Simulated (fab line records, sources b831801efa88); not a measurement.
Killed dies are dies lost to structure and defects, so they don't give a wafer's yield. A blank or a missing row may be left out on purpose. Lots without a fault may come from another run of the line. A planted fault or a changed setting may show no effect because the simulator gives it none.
Chamber matching | flow sky130 | SKY_VIA4_CMP_02 on cmp-02: 4 sister chambers
The step polishes SiO2. 7 wafers are shown with their chamber, then 8 later ones without.

WAFERS WITH THEIR CHAMBER
wafer  | chamber | motor_current_A (A) | retaining_ring_pressure_frac
L077.4 | 2       | 12.5                | 0.996
L080.3 | 2       | 13.1                | 1.007
L080.5 | 1       | 10.5                | 1.004
L082.2 | 3       | 12.7                | 0.995
L082.3 | 0       | 11.7                | 0.993
L082.6 | 0       | 11.5                | 0.997
L089.2 | 1       | 11.5                | 0.994

WAFERS WITHOUT THEIR CHAMBER
wafer  | motor_current_A (A) | retaining_ring_pressure_frac
L089.5 | 10.9                | 1.003
L089.6 | 11.5                | 0.996
L092.2 | 10.7                | 0.990
L092.4 | 11.7                | 1.004
L092.5 | 13.3                | 0.998
L090.2 | 11.1                | 1.004
L090.3 | 10.7                | 1.005
L090.5 | 11.2                | 1.006

WHICH CHAMBER EACH WENT THROUGH
wafer  | from the rows above               | in truth
L089.5 | can't be placed: 1 or 0           | 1
L089.6 | can't be placed: 0 or 1           | 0
L092.2 | can't be placed: 1 or 0           | 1
L092.4 | can't be placed: 0 or 1 or 2 or 3 | 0
L092.5 | can't be placed: 2 or 3           | 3
L090.2 | can't be placed: 1 or 0           | 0
L090.3 | can't be placed: 1 or 0           | 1
L090.5 | can't be placed: 1 or 0           | 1
Placed correctly: 0 of 8. Can't be placed from these rows: 8 (the true chamber is among the candidates in 8). Placed wrongly: 0.
How it was worked out, from the rows above alone: a wafer's distance from a chamber is the root of the sum, over the readings, of the square of ((its reading less the chamber's mean) divided by the reading's scatter). The wafer belongs to the nearest chamber; if the next one is less than 2 further off, it can't be placed. A chamber's mean is the mean of its shown wafers. The scatter: the root of (the sum of the squares of (reading less its chamber's mean) over the shown wafers, divided by (wafers less chambers)).
